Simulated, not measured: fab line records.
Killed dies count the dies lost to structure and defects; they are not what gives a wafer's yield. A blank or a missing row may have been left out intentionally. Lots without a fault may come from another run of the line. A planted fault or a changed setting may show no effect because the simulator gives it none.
A single fault, viewed from 2 desks | flow sky130 | each desk has only its own numbers; what lay behind them comes last

## DESK OF THE TOOL OWNER: rie_metal-03
The tool's own readings at SKY_LOCAL_INTERCONNECT_ETCH_13 (etches BARC in N2/H2, stops on SiO2, time 45.9 s, target depth 60 nm): means of the sampled wafers that have a number, for each lot that ran on this tool. If a lot's mean is further than 4 standard deviations from the usual mean, the lot is out of limits and carries the mark OUT (the distance appears in the brackets).
Columns: A = drypump_motor_current_A at SKY_LOCAL_INTERCONNECT_ETCH_13, usual 5.7 A; B = oes_product_au at SKY_LOCAL_INTERCONNECT_ETCH_13, usual 0.854 a.u.; C = run_length_s at SKY_LOCAL_INTERCONNECT_ETCH_13, usual 73.9 s; D = throttle_valve_pct at SKY_LOCAL_INTERCONNECT_ETCH_13, usual 13.225 %
lot  | first seen here | A   | B                | C    | D
L426 | day 33 16:25    | 5.5 | 0.854            | 74.2 | 13.232
L428 | day 34 08:06    | 5.9 | 0.849            | 74.1 | 13.230
L430 | day 35 01:43    | 5.8 | 0.853            | 74.2 | 13.235
L432 | day 35 10:32    | 5.8 | 0.853            | 74.1 | 13.221
L433 | day 35 20:59    | 5.7 | 0.869            | 72.8 | 13.227
L434 | day 36 12:01    | 6.2 | 0.879 (+4.9) OUT | 73.1 | 13.226
L435 | day 36 14:13    | 6.2 | 0.881 (+5.2) OUT | 73.2 | 13.222
This desk's verdict: out of limits on L434, L435, starting with L434 at day 36 12:01 (oes_product_au at SKY_LOCAL_INTERCONNECT_ETCH_13). Within limits: L426, L428, L430, L432, L433.

## METROLOGY DESK
What the gauges read, lot by lot, whatever tool the lot ran on: means of the sampled wafers that have a number. If a lot's mean is further than 4 standard deviations from the usual mean, the lot is out of limits and carries the mark OUT (the distance appears in the brackets).
Columns: A = LDD_P_TW at SKY_LDD_P_TW_MEAS_11, usual 637; B = SPACER_CVD_00_THK at SKY_SPACER_THK_MEAS_01, usual 43.1 nm; C = SD_P_TW at SKY_SD_P_TW_MEAS_11, usual 2815
lot  | first seen here | A   | B    | C
L416 | day 18 18:12    | 638 | 42.9 | 2778
L418 | day 19 09:39    | 643 | 42.6 | 2776
L421 | day 20 16:36    | 638 | 43.8 | 2857
L424 | day 22 01:51    | 638 | 42.7 | 2865
L425 | day 22 07:37    | 638 | 43.2 | 2774
L426 | day 22 20:09    | 642 | 43.4 | 2833
L428 | day 23 13:51    | 640 | 42.9 | 2774
L430 | day 24 08:07    | 642 | 42.7 | 2859
L429 | day 24 09:40    | 629 | 43.0 | 2777
L432 | day 24 21:59    | 641 | 43.0 | 2777
L433 | day 25 07:05    | 626 | 42.8 | 2849
L434 | day 25 23:55    | 644 | 43.3 | 2786
L435 | day 26 03:40    | 636 | 43.4 | 2844
L439 | day 27 11:31    | 629 | 43.6 | 2869
This desk's verdict: no lot among the 14 shows anything out of limits.

## TAKEN TOGETHER
An alarm could have come from the tool owner's desk at day 36 12:01, on L434, L435.
At the metrology desk, nothing out of limits was observed.
The metrology desk holds a record of L434, L435, inside its limits.
Every lot named ran SKY_LOCAL_INTERCONNECT_ETCH_13 on rie_metal-03.

## WHAT HAD BEEN PUT IN BY THE SIMULATOR
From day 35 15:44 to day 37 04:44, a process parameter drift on rie_metal-03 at SKY_LOCAL_INTERCONNECT_ETCH_13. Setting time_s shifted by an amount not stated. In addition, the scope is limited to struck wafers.
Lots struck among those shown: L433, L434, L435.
How many hours passed from the start of the fault until each desk's first out-of-limits reading: the tool owner's desk, 20.
